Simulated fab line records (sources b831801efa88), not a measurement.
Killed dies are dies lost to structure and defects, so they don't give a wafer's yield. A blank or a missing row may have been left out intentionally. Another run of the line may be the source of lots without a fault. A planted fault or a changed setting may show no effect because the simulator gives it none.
Matching of chambers | flow sky130 | SKY_CONTACT_ETCH_17 on rieDiel-03 has 4 sister chambers
The step etches SiO2 in C4F8/O2/Ar, stops on Si3N4, target depth 340 nm. 8 wafers are shown with their chamber, then 9 later ones without.

EACH WAFER AND ITS CHAMBER
wafer  | chamber | chamberPressureMTorr (mTorr) | oesProductAu (a.u.)
L084.1 | 0       | 40.03                        | 0.898
L084.3 | 3       | 40.00                        | 0.894
L088.2 | 2       | 40.07                        | 0.895
L088.3 | 0       | 39.95                        | 0.891
L088.5 | 1       | 39.96                        | 0.894
L093.1 | 2       | 39.93                        | 0.885
L093.2 | 3       | 39.99                        | 0.891
L093.3 | 1       | 39.95                        | 0.893

WAFERS WITH NO CHAMBER GIVEN
wafer  | chamberPressureMTorr (mTorr) | oesProductAu (a.u.)
L095.1 | 40.05                        | 0.891
L095.2 | 40.00                        | 0.897
L095.4 | 40.06                        | 0.897
L094.2 | 39.97                        | 0.886
L094.4 | 40.03                        | 0.890
L094.6 | 39.95                        | 0.896
L096.1 | 40.04                        | 0.895
L096.4 | 39.99                        | 0.891
L096.5 | 40.01                        | 0.886

WHICH CHAMBER EACH WENT THROUGH
wafer  | from the rows above               | in truth
L095.1 | can't be placed: 2 or 3 or 0 or 1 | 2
L095.2 | can't be placed: 0 or 3 or 1 or 2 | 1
L095.4 | can't be placed: 0 or 3 or 2 or 1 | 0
L094.2 | can't be placed: 2 or 3 or 1 or 0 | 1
L094.4 | can't be placed: 2 or 3 or 0 or 1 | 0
L094.6 | can't be placed: 1 or 0 or 3 or 2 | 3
L096.1 | can't be placed: 0 or 3 or 2 or 1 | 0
L096.4 | can't be placed: 2 or 3 or 0 or 1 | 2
L096.5 | can't be placed: 2 or 3 or 1 or 0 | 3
Correct placement for 0 of the 9. These rows do not allow placing 9 (true chamber among the candidates in 9). 0 placed wrongly.
How it was worked out, from the rows above alone: a wafer's distance from a chamber is the root of the sum, over the readings, of the square of ((its reading less the chamber's mean) divided by the reading's scatter). If the next closest chamber is less than 2 further off than the closest, the wafer can't be placed; otherwise it belongs to the closest. The mean given for a chamber averages the wafers shown for that chamber. How the scatter is found: for the shown wafers, subtract from each reading the mean of its chamber, square and add these, divide the total by (wafers less chambers), then take the root.
